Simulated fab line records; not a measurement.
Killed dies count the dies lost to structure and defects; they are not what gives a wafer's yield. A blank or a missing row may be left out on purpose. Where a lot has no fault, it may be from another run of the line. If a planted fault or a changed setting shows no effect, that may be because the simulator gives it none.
The tool behind it: which one? ; flow gf180mcu ; 39 wafers from 13 lots sampled at 4 of the route's 602 steps

## WHAT THE GAUGES SHOWED, per wafer
GF_POLY_GATE_THK_MEAS_17.
lot;measured;on;POLY_GATE_OXIDATION_THK (nm)
L377;day 9 19:55;film-metro-02;4.09 4.02 3.99
L379;day 10 15:01;film-metro-01;3.99 4.09 4.09
L381;day 11 05:50;film-metro-02;4.16 4.17 4.14
L380;day 11 05:51;film-metro-03;3.98 3.91 4.01
L382;day 11 15:44;film-metro-03;3.93 3.92 3.96
L385;day 12 08:58;film-metro-03;4.11 4.08 3.98
L386;day 12 18:20;film-metro-01;3.95 3.93 3.94
L387;day 12 20:05;film-metro-02;4.04 4.00 4.11
L392;day 14 03:48;film-metro-02;4.05 4.05 4.10
L393;day 14 11:32;film-metro-03;3.85 3.91 3.90
L396;day 15 11:55;film-metro-01;3.97 4.04 4.01
L397;day 15 18:02;film-metro-02;4.06 4.03 4.05
L398;day 16 05:03;film-metro-03;4.09 4.04 4.05

GF_POLY_GATE_CD_MEAS_18.
lot;measured;on;cd-nm (nm)
L377;day 9 19:58;cd-sem-01;278.3 282.3 279.6
L379;day 10 15:05;cd-sem-02;276.1 279.5 282.6
L381;day 11 05:54;cd-sem-01;278.6 279.7 283.6
L380;day 11 05:56;cd-sem-02;282.0 281.8 280.0
L382;day 11 15:48;cd-sem-02;281.9 277.2 279.5
L385;day 12 09:02;cd-sem-01;277.9 281.4 281.1
L386;day 12 18:25;cd-sem-02;279.1 278.9 279.1
L387;day 12 20:10;cd-sem-02;281.2 282.0 277.5
L392;day 14 03:52;cd-sem-02;280.7 278.9 280.6
L393;day 14 11:36;cd-sem-01;276.0 279.6 278.0
L396;day 15 11:58;cd-sem-02;277.9 280.9 280.8
L397;day 15 18:05;cd-sem-01;281.1 282.8 281.7
L398;day 16 05:13;cd-sem-02;279.0 280.7 281.8

GF_HV_LDD_CD_MEAS_46 targets a cd of 400 nm.
lot;measured;on;cd-nm (nm)
L377;day 12 22:13;cd-sem-02;395.4 395.0 395.3
L379;day 13 20:01;cd-sem-01;399.7 400.7 399.4
L381;day 14 14:28;cd-sem-01;403.1 403.0 404.0
L380;day 14 14:38;cd-sem-02;402.5 402.1 401.9
L382;day 15 01:46;cd-sem-01;397.9 399.1 398.1
L385;day 15 20:08;cd-sem-02;476.4 475.0 478.9 476.7 475.3 479.0
L386;day 16 07:08;cd-sem-02;471.4 472.5 469.9 471.0 472.3 469.8
L387;day 16 09:22;cd-sem-02;470.9 469.8 469.9 470.8 470.1 470.1
L392;day 17 20:34;cd-sem-01;401.3 401.9 398.7
L393;day 18 06:58;cd-sem-02;398.2 398.3 398.7
L396;day 19 08:43;cd-sem-02;401.6 400.6 400.6
L397;day 19 15:25;cd-sem-01;399.5 400.0 401.1
L398;day 20 03:58;cd-sem-02;399.3 399.9 397.8

## TOOL THAT RAN EACH LOT (tool first, then ch and the chambers of the sampled wafers, then the start)
lot;GF_HV_LDD_COAT_41
L377;litho-track-03 ch 0, day 12 12:43
L379;litho-track-03 ch 0, day 13 09:43
L381;litho-track-03 ch 0, day 14 03:46
L380;litho-track-01 ch 0, day 14 03:57
L382;litho-track-03 ch 0, day 14 14:55
L385;litho-track-03 ch 0, day 15 09:02
L386;litho-track-03 ch 0, day 15 19:32
L387;litho-track-03 ch 0, day 15 22:22
L392;litho-track-04 ch 0, day 17 08:34
L393;litho-track-01 ch 0, day 17 19:13
L396;litho-track-03 ch 0, day 18 20:43
L397;litho-track-04 ch 0, day 19 03:13
L398;litho-track-03 ch 0, day 19 15:40
- GF_HV_LDD_COAT_41: resist thk 1000 nm.

## WHAT THE TOOLS THEMSELVES READ (means of the sampled wafers that have a number; where no wafer has one, the mark that the record gives instead)
The record holds no such reading with a usual standard deviation.

## THE ANSWER, worked out from the rows above alone
Rule: what is usual is taken from the lots themselves. The widest of any qualifying gaps counts: lots, ordered by their means at a reading, are off when they make up no more than a third of the lots, leave a main group of 4 or more, and stand apart from it by 3 or more times the standard deviation of that group's means. A main group is skipped when, at the precision printed for the reading in the tables above, its means are all equal. Also off: a lot with no number at a reading for which 4 or more lots have one. Any other lot the step has rows for is counted as sound. Order of review: gauges by route order, followed by the tools' own readings, for which a lot's mean as printed above is used. The first step at which some lot is off is used, and at that step the reading that is off furthest; a lot without a number counts as furthest.
Off, at GF_HV_LDD_CD_MEAS_46 on cd-nm: L385, L386, L387. The main group: mean 399.8 nm, standard deviation 2.1.
A tool fits if, at a process step before that reading, it ran every lot that is off, and no sound lot after the first of them. Those tools and the gauges at GF_HV_LDD_CD_MEAS_46 are tried in the same way. Of those tried, none fits.

## WHAT THE SIMULATOR HAD PUT IN
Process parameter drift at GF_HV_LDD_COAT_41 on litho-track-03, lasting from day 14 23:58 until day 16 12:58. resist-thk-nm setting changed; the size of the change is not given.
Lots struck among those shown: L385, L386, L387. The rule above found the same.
